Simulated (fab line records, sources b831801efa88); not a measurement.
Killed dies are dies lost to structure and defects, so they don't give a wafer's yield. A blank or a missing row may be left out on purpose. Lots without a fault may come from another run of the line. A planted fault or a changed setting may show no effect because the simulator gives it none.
A struck lot beside a sound one | flow sky130 | 17 steps out of a route of 708
Sound: wafers L251.2, L251.3, L251.4. Struck: wafer L257.5. (L257.4, L257.6 of the same lot were not struck and are left out.) The cause comes at the end.
At each step with rows: each side's tool, then ch and its chambers, then its first start. Under that, the readings that differ: sound wafers | struck wafers | difference of the means | sigmas: that difference in standard deviations of wafers without a fault.
alike: readings whose means differ by less than 2 such deviations, and words and numbers that are the same on both sides. not compared: withheld readings, readings that some wafer has no value for, bounds like >300 that may hide the same value, and numbers for which the record gives no deviation and whose values overlap.
The two part at a step that has a row with sigmas, a row that says differs or no value, or rows on one side only. Numbers that don't overlap but have no deviation are shown without sigmas and don't part them. A reading that every wafer of one side lacks parts them only if that side has two wafers or more.

first, 5 steps without rows for these wafers: SKY_VIA4_COAT_06 (resist thk 1140 nm); SKY_VIA4_SOFTBAKE_07 (time 60 s); SKY_VIA4_EXPOSE_08 (exposes mask VIM4, target cd 800 nm); SKY_VIA4_PEB_09; SKY_VIA4_DEVELOP_10 (develop time 60 s).
SKY_VIA4_OVL_MEAS_11:
  sound on overlay-01, day 44 12:24; struck on overlay-02, day 45 18:26
  alike: VIA4_OVL
SKY_VIA4_ETCH_12: etches SiO2 in C4F8/O2/Ar, stops on TiN, target depth 580 nm.
  sound on rie_diel-03 ch 0,1,3, day 44 12:26; struck on rie_diel-01 ch 3, day 45 18:27
  alike: oes_product_au, rf_fwd_power_W
SKY_VIA4_STRIP_13: strips in O2/N2.
  sound on plasma_asher-04 ch 0,1, day 44 12:30; struck on plasma_asher-03 ch 0, day 45 18:33
  alike: drypump_motor_current_A, oes_product_au, strip_time_to_endpoint_s
  not compared: rf_hours_counter_h
then, 3 steps without rows for these wafers: SKY_VIA4_STRIP_14 (strips in post etch residue remover, time 1200 s); SKY_VIA4_CLEAN_15 (cleans in IPA, time 180 s); SKY_VIA4_CLEAN_16 (cleans in O3/DIW).
SKY_VIA4_SPUTTER_17: material TiN, target thk 20 nm, time 80 s.
  sound on pvd_sputter-03, day 44 13:06; struck on pvd_sputter-01, day 45 19:20
  alike: throttle_valve_pct
SKY_VIA4_CVD_18: deposits W, target thk 505 nm, time 152.14 s.
  sound on cvd_w-01 ch 0,1, day 44 13:10; struck on cvd_w-02 ch 1, day 45 19:25
  reading                            | sound           | struck | difference | sigmas
  model.W_of_VIA4_CVD_18.thk_nm (nm) | 507.9 506.4 502 | 309.9  | -195.5     |
  alike: heater_power_w, susceptor_temp_C
SKY_VIA4_RS_MEAS_19: measures by four-point-probe.
  sound on film_metro-03, day 44 13:20; struck on film_metro-04, day 45 19:52
  reading            | sound                | struck | difference | sigmas
  VIA4_W_RS (ohm/sq) | 0.2247 0.2260 0.2283 | 0.3711 | +0.1448    | +80
  not compared: hold
SKY_VIA4_THK_MEAS_20: measures by xrf.
  sound on film_metro-03, day 44 13:26; struck on film_metro-04, day 46 01:41
  reading         | sound       | struck | difference | sigmas
  VIA4_W_THK (nm) | 530 529 526 | 323    | -205       | -33
  not compared: hold
SKY_VIA4_CMP_21: polishes, stops on SiO2, t overpolish 25 s, target thk 0 nm.
  sound on cmp-02 ch 0,2,3, day 44 13:38; struck on cmp-02 ch 2, day 46 03:23
  reading                | sound       | struck                   | difference                   | sigmas
  hold                   | - - -       | await_dispo/1.7h/release | no value on the sound wafers |
  time_to_endpoint_s (s) | 128 129 128 | 79                       | -49                          | -15
  alike: motor_current_A, platen_rpm, slurry_filter_dp_kPa
SKY_METAL5_SPUTTER_00: material Ti, target thk 15 nm, time 10 s.
  sound on pvd_sputter-01, day 44 13:56; struck on pvd_sputter-01, day 46 03:42
  alike: throttle_valve_pct

WHERE THEY PART
First at SKY_VIA4_RS_MEAS_19; last, within this record, at SKY_VIA4_CMP_21. Later steps at which nothing parts them and some readings are alike: SKY_METAL5_SPUTTER_00.

WHY: what the simulator had put in
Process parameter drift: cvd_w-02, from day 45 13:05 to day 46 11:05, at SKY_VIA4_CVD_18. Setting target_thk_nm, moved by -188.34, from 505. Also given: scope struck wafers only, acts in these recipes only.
